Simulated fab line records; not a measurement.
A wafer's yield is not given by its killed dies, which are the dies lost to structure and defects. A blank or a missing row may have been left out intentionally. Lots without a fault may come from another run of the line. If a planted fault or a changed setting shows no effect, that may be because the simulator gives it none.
Which tool was responsible? ; flow gf180mcu ; 6 lots with 18 wafers sampled at 3 steps, on a route of 602 steps

WHAT THE GAUGES READ, wafer by wafer
GF_M4_OVL_MEAS_15.
lot;measured;on;M4_OVL (nm)
L708;day 23 22:49;overlay-01;0 -3 4
L710;day 24 16:13;overlay-02;-10 -6 -8
L712;day 25 11:01;overlay-01;6 2 5
L716;day 26 16:40;overlay-01;5 1 5
L719;day 27 19:15;overlay-02;-3 -6 -3
L727;day 30 01:46;overlay-02;-9 -10 -5

WHICH TOOL RAN EACH LOT (tool, then ch and the chambers of the sampled wafers, then the start)
lot;GF_V2_SPUTTER_21;GF_M4_SPUTTER_03
L708;pvd-sputter-01, day 20 19:01;pvd-sputter-04, day 22 23:11
L710;pvd-sputter-01, day 21 13:32;pvd-sputter-04, day 23 17:40
L712;pvd-sputter-01, day 22 10:52;pvd-sputter-03, day 24 13:11
L716;pvd-sputter-02, day 23 20:07;pvd-sputter-02, day 25 20:12
L719;pvd-sputter-04, day 25 00:04;pvd-sputter-02, day 26 22:37
L727;pvd-sputter-04, day 27 08:22;pvd-sputter-02, day 29 06:36
- GF_V2_SPUTTER_21: material Ti, target thk 15 nm, time 80.02 s.
- GF_M4_SPUTTER_03: material Ti, target thk 10 nm, time 6.7 s.

THE ANSWER, worked out from the rows above alone
Rule: the lots themselves supply what counts as usual. The widest of any qualifying gaps counts: lots, ordered by their means at a reading, are off when they make up no more than a third of the lots, leave a main group of 4 or more, and stand apart from it by 3 or more times the standard deviation of that group's means. If all means in a main group match to the digits the tables above print for the reading, that group is not used. Also off: a lot with no number at a reading for which 4 or more lots have one. Where the step has rows for the other lots, those lots are counted as sound.
None of the lots is off at any reading shown; this tells nothing.

WHAT HAD BEEN PUT IN BY THE SIMULATOR
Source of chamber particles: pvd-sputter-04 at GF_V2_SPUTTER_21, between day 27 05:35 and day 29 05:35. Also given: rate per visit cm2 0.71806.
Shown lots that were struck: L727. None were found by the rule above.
